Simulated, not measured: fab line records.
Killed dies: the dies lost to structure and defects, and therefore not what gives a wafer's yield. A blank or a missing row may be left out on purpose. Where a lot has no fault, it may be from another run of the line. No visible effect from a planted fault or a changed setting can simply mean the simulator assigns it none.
Code-filled problem report in 8D (eight disciplines) form    flow sky130    the parts of the form that need people (team, actions taken, sign-off) are left out

## 1. THE PROBLEM
Across 4 wafers from 2 lots, PWDE_RS at SKY_NWELL_RS_MEAS_31 averages 5588 ohm/sq, while fault-free wafers read 5278 ohm/sq with a standard deviation of 17. That puts it +18 standard deviations away from the usual mean.
The step: measures by four-point-probe.
First seen on wafer L258.1, day 9 10:37, on film_metro-04. The record holds 42 wafers of 14 lots with a number at this step. Rule for "out", or "out of limits": more than 4 standard deviations from the usual mean. All remaining wafers that have a number are taken as sound.

## 2. WHAT IT IS; WHAT IT IS NOT
question                     is                              is not
which readings at this step  PWDE_RS                         -
which lots                   L258, L259                      L243, L244, L245, L246, L247, L248, L249, L250, L251, L252, L262, L263
which wafers of those lots   L258.1, L258.2, L259.1, L259.2  L258.4, L259.3
read on which gauges         film_metro-01, film_metro-04    film_metro-02
when                         from day 9 10:37                up to then (31 sound wafers); but 7 sound wafers of L259, L262, L263 came after

## 3. THE SUSPECTS, EACH WITH WHAT RULES IT OUT
Counting: if a tool at a process step up to the reading ran every lot that is out, it stays a suspect. Sound lots after the first of them don't rule it out here, since some wafers of a struck lot are sound.
- the gauge at SKY_NWELL_RS_MEAS_31: ruled out. Those wafers that are out were read across 2 gauges (film_metro-01, film_metro-04).
- implanter-02 at SKY_PWDE_IMPLANT_08: kept. Ran every lot that is out, first one L258 (day 7 15:13); last sound lot up to then L252 (day 6 01:49).
Left after counting: implanter-02 at SKY_PWDE_IMPLANT_08.

## 4. THE CAUSE (what the simulator had put in)
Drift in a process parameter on implanter-02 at SKY_PWDE_IMPLANT_08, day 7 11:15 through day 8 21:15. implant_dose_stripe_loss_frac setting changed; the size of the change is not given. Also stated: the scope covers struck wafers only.
After counting, this tool was the only one left.

## 5. THE EFFECT CHAIN, in route order
Each row: a reading whose mean over the struck wafers that have a number lies more than 3 standard deviations from the usual. Only readings for which the record gives a usual standard deviation are gone through. hours: the time from each lot's start at the first step in this table that gives one to its start at this step, as a median over the lots. sigmas: the change in usual standard deviations.
hours  step                  reading  usual        on struck wafers  change  sigmas
0      SKY_NWELL_RS_MEAS_31  PWDE_RS  5278 ohm/sq  5588              +310    +18

## 6. HOW IT WOULD HAVE BEEN CAUGHT EARLIER
The first out-of-limits reading at a measuring or inspecting step in this record came at day 9 10:37, 47 hours after the fault's start at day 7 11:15.
Of the tool readings at SKY_PWDE_IMPLANT_08 for which the record gives a usual standard deviation, none was out on any struck wafer, so an alarm limit of 4 standard deviations on them would not have fired.
Each of the lots that are out, 2 in all, had begun SKY_PWDE_IMPLANT_08 on implanter-02 no later than day 9 10:37. Holding the tool at that point would not have protected any of them.
